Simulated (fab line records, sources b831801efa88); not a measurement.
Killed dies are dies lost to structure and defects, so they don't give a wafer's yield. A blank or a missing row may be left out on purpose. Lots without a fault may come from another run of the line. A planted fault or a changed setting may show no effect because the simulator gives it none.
A struck lot beside a sound one | flow sfq_line | 14 steps out of a route of 325
Sound: wafers L921.1, L921.4, L921.5. Struck: wafer L925.6. (L925.2 of the same lot was not struck and is left out.) The cause comes at the end.
At each step with rows: each side's tool, then ch and its chambers, then its first start. Under that, the readings that differ: sound wafers | struck wafers | difference of the means | sigmas: that difference in standard deviations of wafers without a fault.
alike: readings whose means differ by less than 2 such deviations, and words and numbers that are the same on both sides. not compared: withheld readings, readings that some wafer has no value for, bounds like >300 that may hide the same value, and numbers for which the record gives no deviation and whose values overlap.
The two part at a step that has a row with sigmas, a row that says differs or no value, or rows on one side only. Numbers that don't overlap but have no deviation are shown without sigmas and don't part them. A reading that every wafer of one side lacks parts them only if that side has two wafers or more.

first, 2 steps without rows for these wafers: SFQ_TRILAYER_I3_VIA_STRIP_SOLV_CLEAN_090 (cleans in NMP, time 600 s); SFQ_TRILAYER_M4_DEP_PRE_CLEAN_092 (time 22.5 s).
SFQ_TRILAYER_M4_DEP_SPUTTER_091: material Nb, target thk 200 nm, time 133.3 s.
  sound on pvd_sputter-03, day 46 00:09; struck on pvd_sputter-03, day 47 08:14
  alike: resputter_cathode_voltage_v, throttle_valve_pct
SFQ_M4_RS_MEAS_924: measures by four-point-probe.
  sound on film_metro-03, day 46 00:14; struck on film_metro-02, day 47 08:21
  alike: M4_NB_RS
then, 6 steps without rows for these wafers: SFQ_TRILAYER_M4_LITHO_COAT_098 (resist thk 62 nm); SFQ_TRILAYER_M4_LITHO_COAT_093 (resist thk 600 nm); SFQ_TRILAYER_M4_LITHO_SOFTBAKE_097; SFQ_TRILAYER_M4_LITHO_EXPOSE_094 (exposes mask M4, target cd 500 nm); SFQ_TRILAYER_M4_LITHO_PEB_096 (peb time 60 s); SFQ_TRILAYER_M4_LITHO_DEVELOP_095 (time 60 s).
SFQ_M4_OVL_MEAS_926:
  sound on overlay-02, day 46 03:11; struck on overlay-02, day 47 10:46
  alike: M4_OVL
SFQ_TRILAYER_M4_BARC_OPEN_METAL_ETCH_123: etches BARC in O2, target depth 125 nm, time 41.7 s.
  sound on rie_metal-03 ch 1, day 46 03:14; struck on rie_metal-03 ch 0, day 47 10:47
  reading                                             | sound             | struck | difference | sigmas
  oes_product_au (a.u.)                               | 0.682 0.683 0.684 | 0.659  | -0.024     | -6
  run_length_s (s)                                    | 70.0 70.2 70.2    | 73.9   | +3.8       | +5
  model.KrF_of_TRILAYER_M4_LITHO_COAT_093.thk_nm (nm) | 522.3 522.9 522.8 | 521    | -2         |
  alike: drypump_motor_current_A
  not compared: rf_hours_counter_h
SFQ_TRILAYER_M4_ETCH_METAL_ETCH_096: etches Nb in Cl2/Ar, stops on SiO2, target depth 240 nm, time 120 s.
  sound on rie_metal-03 ch 1, day 46 03:21; struck on rie_metal-03 ch 0, day 47 10:51
  reading                                             | sound             | struck | difference | sigmas
  model.KrF_of_TRILAYER_M4_LITHO_COAT_093.thk_nm (nm) | 381.8 382.2 382.6 | 381.3  | -0.9       |
  alike: drypump_motor_current_A, oes_product_au, run_length_s
  not compared: rf_hours_counter_h
SFQ_TRILAYER_M4_STRIP_STRIP_097: strips in O2.
  sound on rie_metal-03 ch 1, day 46 03:36; struck on rie_metal-03 ch 0, day 47 10:59
  alike: drypump_motor_current_A, oes_product_au
  not compared: rf_hours_counter_h

WHERE THEY PART
Only at SFQ_TRILAYER_M4_BARC_OPEN_METAL_ETCH_123, within this record. Later steps at which nothing parts them and some readings are alike: SFQ_TRILAYER_M4_ETCH_METAL_ETCH_096, SFQ_TRILAYER_M4_STRIP_STRIP_097.

WHY: what the simulator had put in
Process parameter drift: rie_metal-03, from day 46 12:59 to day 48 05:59, at SFQ_TRILAYER_M4_BARC_OPEN_METAL_ETCH_123. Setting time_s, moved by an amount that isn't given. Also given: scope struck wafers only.
